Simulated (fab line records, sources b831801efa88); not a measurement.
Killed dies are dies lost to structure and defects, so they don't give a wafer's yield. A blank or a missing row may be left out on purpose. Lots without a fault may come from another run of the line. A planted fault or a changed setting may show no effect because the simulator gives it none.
A struck lot beside a sound one | flow sky130 | 43 steps out of a route of 708
Sound: wafers L937.4, L937.5, L937.6. Struck: wafers L957.1, L957.2, L957.5. The cause comes at the end.
At each step with rows: each side's tool, then ch and its chambers, then its first start. Under that, the readings that differ: sound wafers | struck wafers | difference of the means | sigmas: that difference in standard deviations of wafers without a fault.
alike: readings whose means differ by less than 2 such deviations, and words and numbers that are the same on both sides. not compared: withheld readings, readings that some wafer has no value for, bounds like >300 that may hide the same value, and numbers for which the record gives no deviation and whose values overlap.
The two part at a step that has a row with sigmas, a row that says differs or no value, or rows on one side only. Numbers that don't overlap but have no deviation are shown without sigmas and don't part them. A reading that every wafer of one side lacks parts them only if that side has two wafers or more.

SKY_METAL5_SPUTTER_03: material Ti, target thk 5 nm, time 3.3 s.
  sound on pvd_sputter-02, day 43 01:44; struck on pvd_sputter-02, day 48 07:01
  alike: throttle_valve_pct
SKY_METAL5_SPUTTER_04: material TiN, target thk 70 nm, time 58.3 s.
  sound on pvd_sputter-02, day 43 01:45; struck on pvd_sputter-02, day 48 07:02
  alike: throttle_valve_pct
SKY_METAL5_RS_MEAS_05: measures by four-point-probe.
  sound on film_metro-03, day 43 01:52; struck on film_metro-04, day 48 07:05
  alike: METAL5_ALCU_RS
SKY_METAL5_THK_MEAS_06: measures by xrf.
  sound on film_metro-03, day 43 01:57; struck on film_metro-04, day 48 07:13
  alike: METAL5_ALCU_THK
then, 7 steps without rows for these wafers: SKY_METAL5_DEHYDRATE_07 (time 60 s); SKY_METAL5_HMDS_08 (prime time 60 s); SKY_METAL5_COAT_09 (resist thk 1800 nm); SKY_METAL5_SOFTBAKE_10 (time 60 s); SKY_METAL5_EXPOSE_11 (exposes mask MM5, target cd 1600 nm); SKY_METAL5_PEB_12; SKY_METAL5_DEVELOP_13 (develop time 60 s).
SKY_METAL5_DESCUM_14: chemistry O2, time 11 s.
  sound on rie_metal-01 ch 0,1, day 44 00:53; struck on rie_metal-04 ch 0,1, day 49 01:47
  alike: drypump_motor_current_A, oes_product_au
  not compared: rf_hours_counter_h
SKY_METAL5_METAL_ETCH_15: etches the open film in Cl2/BCl3, stops on SiO2, target depth 1260 nm, time 252 s.
  sound on rie_metal-01 ch 0,1, day 44 00:59; struck on rie_metal-04 ch 0,1, day 49 01:49
  alike: drypump_motor_current_A, mfc_cl2_sccm, oes_product_au, throttle_valve_pct
  not compared: rf_hours_counter_h
then, 4 steps without rows for these wafers: SKY_METAL5_STRIP_16 (strips in O2/N2); SKY_METAL5_STRIP_17 (strips in post etch residue remover, time 1200 s); SKY_METAL5_CLEAN_18 (cleans in IPA, time 180 s); SKY_METAL5_CLEAN_19 (cleans in O3/DIW).
SKY_PASSIVATION_CVD_00: deposits SiO2, target thk 90 nm.
  sound on pecvd-03 ch 0,2, day 44 01:47; struck on pecvd-03 ch 0,2, day 49 02:38
  alike: heater_power_outer_w, heater_power_w
SKY_PASSIVATION_THK_MEAS_01:
  sound on film_metro-03, day 44 01:50; struck on film_metro-02, day 49 02:40
  alike: PASSIVATION_CVD_00_THK
then, 1 step without rows for these wafers: SKY_PASSIVATION_CVD_02 (deposits Si3N4, target thk 540 nm).
SKY_PASSIVATION_THK_MEAS_03:
  sound on film_metro-02, day 44 02:07; struck on film_metro-01, day 49 02:56
  alike: PASSIVATION_CVD_02_THK
then, 8 steps without rows for these wafers: SKY_PASSIVATION_DEHYDRATE_04 (time 60 s); SKY_PASSIVATION_HMDS_05 (prime time 60 s); SKY_PASSIVATION_COAT_06 (resist thk 3000 nm); SKY_PASSIVATION_SOFTBAKE_07; SKY_PASSIVATION_EXPOSE_08 (exposes mask NSM, target cd 3000 nm); SKY_PASSIVATION_PEB_09; SKY_PASSIVATION_DEVELOP_10 (develop time 60 s); SKY_PASSIVATION_ETCH_11 (etches the open film in CF4/O2, stops on AlCu, target depth 725 nm, time 161.1 s).
SKY_PASSIVATION_STRIP_12: strips in O2/N2.
  sound on plasma_asher-03 ch 0,1, day 44 23:53; struck on plasma_asher-04 ch 0,1, day 49 20:18
  alike: drypump_motor_current_A, oes_product_au, strip_time_to_endpoint_s
  not compared: rf_hours_counter_h
then, 12 steps without rows for these wafers: SKY_PAD_OPEN_DEHYDRATE_00 (time 60 s); SKY_PAD_OPEN_HMDS_01 (prime time 59.09 s); SKY_PAD_OPEN_COAT_02 (resist thk 3000 nm); SKY_PAD_OPEN_SOFTBAKE_03; SKY_PAD_OPEN_EXPOSE_04 (exposes mask PDM, target cd 60000 nm); SKY_PAD_OPEN_PEB_05; SKY_PAD_OPEN_DEVELOP_06 (develop time 60 s); SKY_PAD_OPEN_ETCH_07 (etches the open film in CF4/O2, stops on AlCu, target depth 725 nm, time 161.1 s); SKY_PAD_OPEN_STRIP_08 (strips in O2/N2); SKY_PAD_OPEN_STRIP_09 (strips in post etch residue remover, time 1200 s); SKY_PAD_OPEN_CLEAN_10 (cleans in IPA, time 180 s); SKY_PAD_OPEN_CLEAN_11 (cleans in O3/DIW).
SKY_PAD_OPEN_PROBE_99:
  the record has rows for the struck wafers here (prober-01, day 50 15:34) and none for the sound ones

WHERE THEY PART
Only at SKY_PAD_OPEN_PROBE_99, within this record.

WHY: what the simulator had put in
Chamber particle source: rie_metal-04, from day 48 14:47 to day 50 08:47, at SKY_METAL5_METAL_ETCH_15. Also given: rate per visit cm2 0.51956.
